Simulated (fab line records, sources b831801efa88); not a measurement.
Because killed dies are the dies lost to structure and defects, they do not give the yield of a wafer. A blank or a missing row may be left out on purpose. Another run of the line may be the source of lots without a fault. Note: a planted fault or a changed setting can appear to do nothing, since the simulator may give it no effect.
fab line records	flow sky130
record lots=13	wafers=39	lastDay=50
route steps=708 shown FIELD_ISO@28 DNWELL@39 NWELL@76 PAD_OPEN@708
lots that met no fault: from a run of the same line without faults
startH: hours from the record's first day to the start of the lot's first wafer shown	waitH: how many hours have passed since the lot's step before this one	" identical to the entry in the row above	L1.1+2: several wafers, shown together as one row	- value missing, or start not given	* or withheld: withheld	< > ~ a bound
route shown NAME@n: names a module that has steps shown in the file, with the first one's number in the route	usual: average and standard deviation across the fault-free wafers	same: alike in all rows	chamber/n: place in a boat	sites: the reading at each site	_std_site: the values' standard deviation	_edge_site: the outer-site mean with the inner-site mean subtracted	radiusMm: how far each site lies from the wafer's centre	mask NAME#n: copy n	behind: the tool/chamber that last shaped the wafer	hold: why the lot went on hold/how many hours it stayed there/how the hold came to an end	device: whichever transistor did not switch (one of n, p or np)	end of line: the same wafers' tests at the end of the route	step lacking rows: just its recipe	killed: not the wafer's yield, but the dies lost to structure and defects at the first sort	map: per-die view of a wafer (x killed, . not killed, _ where there is no die)
set.NAME: the setting as run; set.NAME@STEP: as run at that earlier step	model.NAME: the simulator's own value behind a step, which no gauge read
one table for each step of the route and one row for each wafer, over a sample of lots
services: when a tool's chamber went out of use (startH, in hours from the record's first day, below 0 if earlier), for how many hours, and the reason
## steps
# step SKY_FIELD_ISO_CMP_27
# recipe stopOn=Si3N4	tOverpolishS=16	downForcePsi=4	platenRpm=60	targetThkNm=457.8	padVelocityMS=0.94248
# usual motorCurrentA=12.8/0.68	overpolishRunS=16.000/0.0086	timeToEndpointS=107/4.3
lot.wafer	tool	chamber	startH	waitH	motorCurrentA	overpolishRunS	timeToEndpointS
L761.1	cmp-01	1	33.38	0.0	12.1	15.999	102
L761.3	"	0	"	"	13.4	16.006	106
L761.5	"	1	"	"	12.4	16.001	104
L763.1	cmp-01	1	46.40	0.1	12.7	16.009	103
L763.2	"	2	"	"	12.8	15.992	108
L763.5	"	0	"	"	13.0	16.013	105
L764.2	cmp-01	0	48.55	0.0	13.1	16.003	101
L764.3	"	1	"	"	12.8	16.010	103
L764.5	"	0	"	"	13.1	16.002	102
L767.3	cmp-02	0	67.28	0.0	13.4	15.995	111
L767.2	"	1	"	"	11.6	15.996	110
L767.4	"	2	"	"	11.9	15.996	110
L770.4	cmp-01	1	80.17	0.0	13.0	16.010	98
L770.2	"	2	"	"	13.2	16.000	106
L770.6	"	2	"	"	13.6	16.009	106
L772.1	cmp-02	1	89.99	0.1	11.6	15.991	109
L772.3	"	3	"	"	12.8	15.989	112
L772.5	"	0	"	"	13.5	16.004	104
L774.4	cmp-01	2	101.08	0.1	13.2	16.005	107
L774.5	"	3	"	"	12.1	15.995	101
L774.6	"	0	"	"	13.6	16.001	104
L775.3	cmp-01	3	107.53	0.0	11.7	16.006	105
L775.1	"	0	"	"	13.6	15.991	101
L775.6	"	3	"	"	12.8	16.007	101
L777.4	cmp-02	3	121.02	0.1	12.2	15.993	116
L777.3	"	0	"	"	13.4	15.999	109
L777.6	"	2	"	"	11.6	16.004	111
L778.4	cmp-01	3	123.95	0.0	12.3	15.989	102
L778.1	"	1	"	"	13.3	15.984	102
L778.5	"	3	"	"	12.9	16.009	106
L782.1	cmp-02	0	145.15	0.0	12.8	15.998	107
L782.4	"	3	"	"	12.3	15.997	113
L782.6	"	1	"	"	12.1	15.996	109
L783.1	cmp-02	3	154.91	0.1	12.4	16.003	116
L783.5	"	2	"	"	11.6	16.009	113
L783.6	"	3	"	"	12.2	15.998	114
L784.4	cmp-01	2	162.57	0.1	13.2	16.013	104
L784.3	"	3	"	"	11.9	15.998	111
L784.5	"	1	"	"	13.1	15.998	104
# step SKY_DNWELL_EXPOSE_04
# recipe maskId=DNM	na=0.57	targetCdNm=3000	doseMj=222
# usual stageVelMmS=499.99/0.21
lot.wafer	tool	chamber	startH	waitH	mask	stageVelMmS
L761.1	ilineStepper-01	0	46.27	-	DNM#0	500.48
L761.3	"	0	"	"	DNM#0	500.26
L761.5	"	0	"	"	DNM#0	500.39
L763.1	ilineStepper-02	0	57.59	-	DNM#0	499.89
L763.2	"	0	"	"	DNM#0	500.16
L763.5	"	0	"	"	DNM#0	499.87
L764.2	ilineStepper-01	0	59.33	-	DNM#0	499.96
L764.3	"	0	"	"	DNM#0	500.03
L764.5	"	0	"	"	DNM#0	500.03
L767.2	ilineStepper-01	0	78.02	-	DNM#0	499.72
L767.3	"	0	"	"	DNM#0	499.89
L767.4	"	0	"	"	DNM#0	500.00
L770.2	ilineStepper-02	0	92.43	-	DNM#0	499.90
L770.4	"	0	"	"	DNM#0	500.09
L770.6	"	0	"	"	DNM#0	500.13
L772.1	ilineStepper-01	0	101.76	-	DNM#0	500.18
L772.3	"	0	"	"	DNM#0	500.11
L772.5	"	0	"	"	DNM#0	500.00
L774.4	ilineStepper-02	0	112.40	-	DNM#0	499.98
L774.5	"	0	"	"	DNM#0	500.37
L774.6	"	0	"	"	DNM#0	500.19
L775.1	ilineStepper-02	0	118.70	-	DNM#0	499.91
L775.3	"	0	"	"	DNM#0	499.93
L775.6	"	0	"	"	DNM#0	499.42
L777.3	ilineStepper-02	0	132.86	-	DNM#0	499.77
L777.4	"	0	"	"	DNM#0	500.09
L777.6	"	0	"	"	DNM#0	499.96
L778.1	ilineStepper-01	0	135.68	-	DNM#0	500.09
L778.4	"	0	"	"	DNM#0	500.10
L778.5	"	0	"	"	DNM#0	499.92
L782.1	ilineStepper-02	0	162.14	-	DNM#0	500.01
L782.4	"	0	"	"	DNM#0	499.95
L782.6	"	0	"	"	DNM#0	499.87
L783.1	ilineStepper-02	0	171.05	-	DNM_R1#0	499.88
L783.5	"	0	"	"	DNM_R1#0	500.17
L783.6	"	0	"	"	DNM_R1#0	499.78
L784.3	ilineStepper-01	0	177.01	-	DNM#0	499.93
L784.4	"	0	"	"	DNM#0	499.89
L784.5	"	0	"	"	DNM#0	500.01
# step SKY_NWELL_OVL_MEAS_23
# usual NWELL_01_OVL=0.4/1.9
lot.wafer	tool	chamber	startH	waitH	NWELL_01_OVL[nm]
L761.1	overlay-02	-	105.29	-	0.6
L761.3	"	-	"	"	-1.4
L761.5	"	-	"	"	0.6
L763.1	overlay-02	-	120.65	-	-1.3
L763.2	"	-	"	"	-1.2
L763.5	"	-	"	"	-0.3
L764.2	overlay-02	-	121.91	-	-0.3
L764.3	"	-	"	"	-0.8
L764.5	"	-	"	"	-0.8
L767.2	overlay-02	-	142.26	-	2.7
L767.3	"	-	"	"	-0.1
L767.4	"	-	"	"	2.0
L770.2	overlay-02	-	159.76	-	-2.9
L770.4	"	-	"	"	-0.8
L770.6	"	-	"	"	-0.7
L772.1	overlay-01	-	170.38	-	1.7
L772.3	"	-	"	"	3.0
L772.5	"	-	"	"	3.4
L774.4	overlay-01	-	181.91	-	1.8
L774.5	"	-	"	"	1.1
L774.6	"	-	"	"	1.5
L775.1	overlay-02	-	188.24	-	-1.5
L775.3	"	-	"	"	-1.2
L775.6	"	-	"	"	-1.4
L777.3	overlay-01	-	206.29	-	0.6
L777.4	"	-	"	"	-2.1
L777.6	"	-	"	"	0.0
L778.1	overlay-01	-	208.04	-	-0.2
L778.4	"	-	"	"	-1.6
L778.5	"	-	"	"	0.7
L782.1	overlay-02	-	239.89	-	-2.5
L782.4	"	-	"	"	-0.4
L782.6	"	-	"	"	-0.5
L783.1	overlay-01	-	250.43	-	5.6
L783.5	"	-	"	"	3.8
L783.6	"	-	"	"	5.1
L784.3	overlay-02	-	256.07	-	-0.5
L784.4	"	-	"	"	0.5
L784.5	"	-	"	"	-0.8
# step SKY_NWELL_RTA_28
# recipe tempC=1050	timeS=30	idleTempC=650	rampUpCPerS=150	rampDownCPerS=90	ambient=N2
# usual annealTempCMax=1054.3/1.2	lampPowerPct=25.30/0.052	wafer_temp_C_max=1054.8/0.91
lot.wafer	tool	chamber	startH	waitH	annealTempCMax	lampPowerPct	wafer_temp_C_max
L761.1	rtpAnneal-01	0	105.69	0.0	1053.0	25.19	1056.6
L761.3	"	0	"	"	1053.2	25.30	1054.1
L761.5	"	0	"	"	1053.0	25.30	1053.3
L763.1	rtpAnneal-02	0	121.05	0.0	1055.3	25.34	1054.6
L763.2	"	0	"	"	1055.5	25.27	1054.3
L763.5	"	0	"	"	1056.2	25.29	1054.9
L764.2	rtpAnneal-02	0	122.32	0.0	1053.6	25.25	1054.1
L764.3	"	0	"	"	1055.3	25.32	1054.8
L764.5	"	0	"	"	1054.8	25.27	1054.4
L767.2	rtpAnneal-01	0	142.67	0.0	1054.0	25.24	1054.2
L767.3	"	0	"	"	1052.4	25.37	1055.9
L767.4	"	0	"	"	1053.1	25.28	1055.7
L770.2	rtpAnneal-02	0	160.17	0.0	1054.6	25.23	1054.2
L770.4	"	0	"	"	1055.9	25.38	1054.3
L770.6	"	0	"	"	1056.8	25.30	1054.0
L772.1	rtpAnneal-01	0	170.78	0.0	1053.2	25.18	1054.9
L772.3	"	0	"	"	1052.4	25.29	1054.6
L772.5	"	0	"	"	1053.6	25.25	1054.8
L774.4	rtpAnneal-02	0	182.34	0.1	1055.0	25.33	1055.1
L774.5	"	0	"	"	1053.1	25.26	1053.4
L774.6	"	0	"	"	1054.2	25.32	1054.9
L775.1	rtpAnneal-01	0	188.64	0.0	1052.7	25.35	1054.6
L775.3	"	0	"	"	1053.1	25.36	1054.3
L775.6	"	0	"	"	1053.1	25.24	1054.4
L777.3	rtpAnneal-02	0	206.71	0.0	1054.7	25.19	1055.2
L777.4	"	0	"	"	1054.7	25.31	1054.8
L777.6	"	0	"	"	1054.6	25.32	1055.6
L778.1	rtpAnneal-02	0	208.44	0.0	1056.9	25.23	1053.8
L778.4	"	0	"	"	1054.8	25.33	1054.0
L778.5	"	0	"	"	1055.0	25.16	1055.5
L782.1	rtpAnneal-02	0	240.29	0.0	1055.1	25.31	1057.6
L782.4	"	0	"	"	1055.5	25.34	1054.4
L782.6	"	0	"	"	1055.4	25.29	1054.8
L783.1	rtpAnneal-02	0	250.83	0.0	1057.1	25.20	1056.3
L783.5	"	0	"	"	1055.2	25.29	1054.5
L783.6	"	0	"	"	1058.3	25.32	1056.2
L784.3	rtpAnneal-01	0	256.59	0.0	1053.4	25.36	1054.3
L784.4	"	0	"	"	1053.4	25.37	1054.6
L784.5	"	0	"	"	1053.2	25.32	1054.5
# step SKY_PAD_OPEN_PROBE_99
# usual killed_at_M0_to_M3=43/6.8	killed_at_M4_up=3.3/2.1	killedAtContacts=24/5	killedAtFrontEnd=15/4.4	killedAtOther=0.3/0.57	killedDies=86/9.7	killedOpen=47/7.3	killedShort=39/6.1
# same grossDies=492	killedAtBackSide=0
lot.wafer	tool	chamber	startH	waitH	killed_at_M0_to_M3	killed_at_M4_up	killedAtContacts	killedAtFrontEnd	killedAtOther	killedDies	killedOpen	killedShort
L767.2	prober-02	-	1120.87	0.1	45	2	32	15	1	95	53	42
L767.3	prober-02	-	1120.92	0.2	35	1	28	16	0	80	41	39
L767.4	prober-02	-	1120.97	0.2	35	6	27	14	0	82	48	34
L770.2	prober-01	-	1133.60	0.1	50	2	22	17	0	91	53	38
L770.4	prober-01	-	1133.70	0.2	37	1	20	13	1	72	35	37
L770.6	prober-01	-	1133.80	0.2	28	2	14	20	0	64	37	27
L772.1	prober-01	-	1143.38	0.1	44	6	25	12	0	87	52	34
L772.3	prober-01	-	1143.48	0.2	42	2	24	16	0	84	43	41
L772.5	prober-01	-	1143.58	0.2	41	3	22	14	0	80	51	29
L774.4	prober-01	-	1154.90	0.2	54	3	27	8	0	92	43	49
L774.5	prober-01	-	1154.95	0.2	32	3	35	20	0	90	45	45
L774.6	prober-01	-	1155.00	0.2	49	3	26	7	1	86	49	35
# killed by level:class
L767.2 CONTACT:geometricParticle:open=10 VIA1:geometricParticle:open=9 LI_CONTACT:geometricParticle:open=8 VIA2:geometricParticle:open=8 LOCAL_INTERCONNECT:geometricParticle:short=6 POLY_GATE:geometricParticle:open=5 CONTACT:geometricParticle:short=5 METAL2:geometricParticle:short=5
L767.3 CONTACT:geometricParticle:short=8 CONTACT:geometricParticle:open=8 VIA1:geometricParticle:open=8 FIELD_ISO:geometricParticle:open=7 METAL2:geometricParticle:short=6 LI_CONTACT:geometricParticle:open=5 LOCAL_INTERCONNECT:geometricParticle:short=4 VIA3:geometricParticle:open=4
L767.4 VIA1:geometricParticle:open=10 CONTACT:geometricParticle:open=8 CONTACT:geometricParticle:short=7 FIELD_ISO:geometricParticle:open=6 LI_CONTACT:geometricParticle:open=6 METAL1:geometricParticle:open=6 METAL4:geometricParticle:short=6 LOCAL_INTERCONNECT:geometricParticle:short=4
L770.2 VIA2:geometricParticle:open=12 LI_CONTACT:geometricParticle:open=10 VIA1:geometricParticle:open=8 VIA1:geometricParticle:short=6 FIELD_ISO:geometricParticle:short=5 CONTACT:geometricParticle:open=5 CONTACT:geometricParticle:short=5 METAL1:geometricParticle:short=5
L770.4 LI_CONTACT:geometricParticle:short=6 METAL1:geometricParticle:short=6 POLY_GATE:geometricParticle:open=5 LOCAL_INTERCONNECT:geometricParticle:short=5 VIA3:geometricParticle:open=5 VIA1:geometricParticle:open=4 LI_CONTACT:geometricParticle:open=4 METAL2:geometricParticle:open=4
L770.6 POLY_GATE:geometricParticle:open=7 CONTACT:geometricParticle:open=6 VIA1:geometricParticle:open=5 FIELD_ISO:geometricParticle:short=4 METAL1:geometricParticle:short=4 VIA2:geometricParticle:open=4 VIA3:geometricParticle:open=4 POLY_GATE:geometricParticle:short=3
L772.1 VIA1:geometricParticle:open=18 LI_CONTACT:geometricParticle:open=10 CONTACT:geometricParticle:short=7 VIA2:geometricParticle:open=6 CONTACT:geometricParticle:open=5 VIA1:geometricParticle:short=5 POLY_GATE:geometricParticle:open=4 METAL2:geometricParticle:short=4
L772.3 CONTACT:geometricParticle:open=10 LI_CONTACT:geometricParticle:open=7 VIA3:geometricParticle:short=7 METAL2:geometricParticle:short=5 CONTACT:geometricParticle:short=5 VIA1:geometricParticle:open=5 POLY_GATE:geometricParticle:open=4 VIA3:geometricParticle:open=4
L772.5 LI_CONTACT:geometricParticle:open=9 CONTACT:geometricParticle:open=8 VIA3:geometricParticle:open=7 METAL1:geometricParticle:short=6 VIA1:geometricParticle:open=5 VIA2:geometricParticle:open=5 POLY_GATE:geometricParticle:short=4 CONTACT:geometricParticle:short=3
L774.4 METAL2:geometricParticle:short=10 METAL1:geometricParticle:short=9 VIA2:geometricParticle:open=7 LI_CONTACT:geometricParticle:open=6 VIA1:geometricParticle:open=6 LOCAL_INTERCONNECT:geometricParticle:short=5 LOCAL_INTERCONNECT:geometricParticle:open=5 METAL1:geometricParticle:open=5
L774.5 LOCAL_INTERCONNECT:geometricParticle:short=10 CONTACT:geometricParticle:open=8 LI_CONTACT:geometricParticle:open=8 VIA1:geometricParticle:open=7 FIELD_ISO:geometricParticle:open=6 POLY_GATE:geometricParticle:open=6 VIA1:geometricParticle:short=5 CONTACT:geometricParticle:short=5
L774.6 VIA3:geometricParticle:open=12 LI_CONTACT:geometricParticle:open=9 VIA2:geometricParticle:open=9 LOCAL_INTERCONNECT:geometricParticle:short=6 METAL1:geometricParticle:short=6 CONTACT:geometricParticle:open=5 CONTACT:geometricParticle:short=4 VIA3:geometricParticle:short=4
## services
tool	chamber	startH	hours	kind
ilineStepper-01	-	18.20	4.3	repair
cmp-02	-	29.91	3.5	repair
cmp-01	-	30.80	1.2	repair
cmp-02	-	32.99	0.9	repair
ilineStepper-01	-	50.68	8.3	repair
cmp-01	-	64.00	4.0	pm
cmp-01	-	68.00	-	consumableReplace:conditioner
cmp-01	-	68.00	-	consumableReplace:pad
cmp-02	-	68.09	16.0	pm
ilineStepper-01	-	68.46	3.2	repair
rtpAnneal-02	-	78.03	1.3	pm
ilineStepper-01	-	83.13	1.7	pm
cmp-02	-	92.56	9.6	repair
ilineStepper-02	0	98.93	-	calibration
cmp-02	-	107.23	6.2	pm
cmp-01	-	154.25	3.9	repair
cmp-01	-	160.19	1.3	repair
ilineStepper-02	-	188.99	1.7	pm
ilineStepper-01	0	190.62	-	calibration
cmp-01	-	209.13	12.8	pm
ilineStepper-02	-	211.91	4.4	pm
ilineStepper-02	-	220.33	14.3	repair
cmp-02	-	232.00	4.0	pm
ilineStepper-01	-	241.71	12.3	repair
## key
firstSign step=SKY_DNWELL_EXPOSE_04	reading=mask	direction=changed
effect none on later readings
metAt SKY_DNWELL_EXPOSE_04
struckLots L783
testerLeftOut L783
notActingAt SKY_FIELD_ISO_CMP_27,SKY_NWELL_OVL_MEAS_23,SKY_NWELL_RTA_28
onsetBetween 162.14 171.05
fault kind=wrongMask	tool=any	chamber=-	onsetH=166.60	steps=SKY_DNWELL_EXPOSE_04	auxCopy=DNM_R1#0	cdOffsetNm=210	scope=struckLotsOnly
# testerLeftOut: of these lots the tester's yield and bins aren't shown, on N5 and GAA mostly nor the transistor test; their killed dies are dies lost to structure and defects alone, not to doping, threshold or leakage, so they don't give the yield
